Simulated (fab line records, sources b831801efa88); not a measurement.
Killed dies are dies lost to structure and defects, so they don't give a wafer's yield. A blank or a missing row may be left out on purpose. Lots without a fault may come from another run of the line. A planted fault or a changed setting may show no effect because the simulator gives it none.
Which tool did it? | flow sky130 | 12 lots, 36 wafers sampled, at 6 steps of a route of 708

WHAT THE GAUGES READ, wafer by wafer
SKY_FIELD_ISO_THK_MEAS_23.
lot  | measured    | on            | FIELD_ISO_OXIDATION_01_THK (nm)
L660 | day 2 09:12 | film_metro-04 | 9.72 9.93 9.76
L661 | day 2 13:24 | film_metro-01 | 9.73 9.92 9.99
L662 | day 2 18:48 | film_metro-01 | 10.24 10.19 10.52
L665 | day 3 10:26 | film_metro-01 | 9.97 10.02 10.01
L666 | day 3 14:34 | film_metro-03 | 9.94 9.95 9.91
L672 | day 4 23:13 | film_metro-01 | 9.89 9.91 9.99
L674 | day 5 07:56 | film_metro-03 | 10.18 10.18 10.06
L678 | day 6 05:11 | film_metro-04 | 9.91 9.75 9.85
L679 | day 6 10:41 | film_metro-04 | 9.98 10.04 10.10
L681 | day 6 21:29 | film_metro-04 | 10.20 9.98 9.83
L682 | day 7 01:26 | film_metro-03 | 9.95 9.77 9.93
L683 | day 7 06:02 | film_metro-04 | 9.50 9.50 9.66

SKY_FIELD_ISO_THK_MEAS_25.
lot  | measured    | on            | FIELD_ISO_CVD_24_THK (nm)
L660 | day 2 09:20 | film_metro-04 | 594 586 594
L661 | day 2 13:32 | film_metro-03 | 581 595 588
L662 | day 2 18:56 | film_metro-03 | 579 598 573
L665 | day 3 10:34 | film_metro-03 | 595 596 591
L666 | day 3 14:41 | film_metro-01 | 590 576 593
L672 | day 4 23:20 | film_metro-03 | 596 600 594
L674 | day 5 08:04 | film_metro-04 | 583 597 589
L678 | day 6 05:19 | film_metro-01 | 574 587 595
L679 | day 6 10:49 | film_metro-03 | 597 604 595
L681 | day 6 21:38 | film_metro-03 | 596 598 583
L682 | day 7 01:34 | film_metro-03 | 597 607 600
L683 | day 7 06:11 | film_metro-03 | 616 597 611

SKY_NWELL_THK_MEAS_02.
lot  | measured    | on            | NWELL_OXIDATION_THK (nm)
L660 | day 2 14:47 | film_metro-03 | 9.97 9.81 10.07
L661 | day 2 18:05 | film_metro-04 | 9.78 9.58 9.78
L662 | day 3 00:58 | film_metro-03 | 9.98 10.13 9.77
L665 | day 3 17:28 | film_metro-04 | 9.96 10.04 10.05
L666 | day 3 22:08 | film_metro-03 | 10.14 10.02 9.98
L672 | day 5 03:34 | film_metro-04 | 10.36 10.31 10.31
L674 | day 5 12:32 | film_metro-02 | 10.42 10.34 10.26
L678 | day 6 09:52 | film_metro-03 | 9.82 9.87 9.94
L679 | day 6 15:14 | film_metro-03 | 9.94 10.05 9.98
L681 | day 7 03:05 | film_metro-04 | 9.93 9.73 9.85
L682 | day 7 06:58 | film_metro-03 | 10.20 10.17 10.21
L683 | day 7 11:31 | film_metro-03 | 9.92 10.10 9.83

SKY_NWELL_TW_MEAS_26.
lot  | measured     | on            | NWELL_2_TW
L660 | day 5 10:36  | film_metro-04 | 505 506 502
L661 | day 5 14:04  | film_metro-03 | 499 501 503
L662 | day 5 22:08  | film_metro-04 | 501 501 504
L665 | day 6 18:17  | film_metro-02 | 1096 1085 1093 1098 1090 1095
L666 | day 7 00:03  | film_metro-03 | 1107 1116 1111 1112 1116 1117
L672 | day 8 10:41  | film_metro-04 | 499 498 500
L674 | day 8 21:36  | film_metro-04 | 496 500 500
L678 | day 9 21:38  | film_metro-02 | 495 492 495
L679 | day 10 04:33 | film_metro-04 | 498 498 498
L681 | day 10 19:11 | film_metro-03 | 498 497 495
L682 | day 10 23:13 | film_metro-04 | 500 500 497
L683 | day 11 05:19 | film_metro-04 | 497 500 497

WHICH TOOL RAN EACH LOT (tool, then ch and the chambers of the sampled wafers, then the start)
lot  | SKY_NWELL_COAT_05                | SKY_NWELL_STRIP_14
L660 | litho_track-01 ch 0, day 4 07:14 | plasma_asher-02 ch 0,1, day 4 16:53
L661 | litho_track-04 ch 0, day 4 11:37 | plasma_asher-04 ch 0,1, day 4 20:28
L662 | litho_track-02 ch 0, day 4 17:40 | plasma_asher-01 ch 0,1, day 5 03:31
L665 | litho_track-01 ch 0, day 5 12:40 | plasma_asher-04 ch 0,1, day 5 22:34
L666 | litho_track-01 ch 0, day 5 16:50 | plasma_asher-01 ch 0,1, day 6 04:27
L672 | litho_track-04 ch 0, day 7 03:08 | plasma_asher-01 ch 0,1, day 7 13:28
L674 | litho_track-04 ch 0, day 7 12:19 | plasma_asher-01 ch 0,1, day 7 23:57
L678 | litho_track-04 ch 0, day 8 12:14 | plasma_asher-01 ch 0,1, day 8 23:41
L679 | litho_track-02 ch 0, day 8 18:32 | plasma_asher-02 ch 0,1, day 9 05:29
L681 | litho_track-01 ch 0, day 9 06:59 | plasma_asher-01 ch 0,1, day 9 19:30
L682 | litho_track-02 ch 0, day 9 10:37 | plasma_asher-02 ch 0,1, day 9 23:11
L683 | litho_track-02 ch 0, day 9 17:13 | plasma_asher-01 ch 0,1, day 10 05:18
- SKY_NWELL_COAT_05: resist thk 3000 nm.
- SKY_NWELL_STRIP_14: strips in O2/N2.

WHAT THE TOOLS THEMSELVES READ (means of the sampled wafers that have a number; where no wafer has one, the mark that the record gives instead)
SKY_NWELL_STRIP_14.
lot  | tool            | drypump_motor_current_A (A) | oes_product_au (a.u.) | strip_time_to_endpoint_s (s)
L660 | plasma_asher-02 | 5.49                        | 0.718                 | 36.97
L661 | plasma_asher-04 | 5.22                        | 0.721                 | 36.92
L662 | plasma_asher-01 | 5.28                        | 0.721                 | 36.79
L665 | plasma_asher-04 | 5.15                        | 0.661                 | 10.36
L666 | plasma_asher-01 | 5.28                        | 0.668                 | 10.38
L672 | plasma_asher-01 | 5.27                        | 0.721                 | 36.97
L674 | plasma_asher-01 | 5.29                        | 0.722                 | 37.01
L678 | plasma_asher-01 | 5.30                        | 0.721                 | 36.99
L679 | plasma_asher-02 | 5.61                        | 0.719                 | 36.73
L681 | plasma_asher-01 | 5.27                        | 0.722                 | 36.81
L682 | plasma_asher-02 | 5.60                        | 0.720                 | 36.87
L683 | plasma_asher-01 | 5.30                        | 0.719                 | 36.66

THE ANSWER, worked out from the rows above alone
Rule: what is usual is taken from the lots themselves. Put in order of their means at a reading, lots are off if they are a third of the lots or fewer, leave a main group of 4 or more, and stand apart from it by a gap of 3 or more times the standard deviation of the main group's means; of several such gaps the widest counts. A main group whose means are all the same, to the digits that the tables above print for the reading, isn't used. A lot without any number at a reading at which 4 lots or more have one is off too. The other lots that the step has rows for count as sound. The gauges are gone through in route order, then the tools' own readings, and for those a lot's mean is taken as printed above. The first step at which some lot is off is used, and at that step the reading that is off furthest; a lot without a number counts as furthest.
Off: L665, L666, at SKY_NWELL_TW_MEAS_26 (NWELL_2_TW). The main group: mean 499, standard deviation 2.7.
A tool fits if, at a process step before that reading, it ran every lot that is off, and no sound lot after the first of them. The gauges at SKY_NWELL_TW_MEAS_26 aren't tried: what is off there is off at SKY_NWELL_STRIP_14 too, on other tools, and a gauge's error can't cause that. None of those tried fits.

WHAT THE SIMULATOR HAD PUT IN
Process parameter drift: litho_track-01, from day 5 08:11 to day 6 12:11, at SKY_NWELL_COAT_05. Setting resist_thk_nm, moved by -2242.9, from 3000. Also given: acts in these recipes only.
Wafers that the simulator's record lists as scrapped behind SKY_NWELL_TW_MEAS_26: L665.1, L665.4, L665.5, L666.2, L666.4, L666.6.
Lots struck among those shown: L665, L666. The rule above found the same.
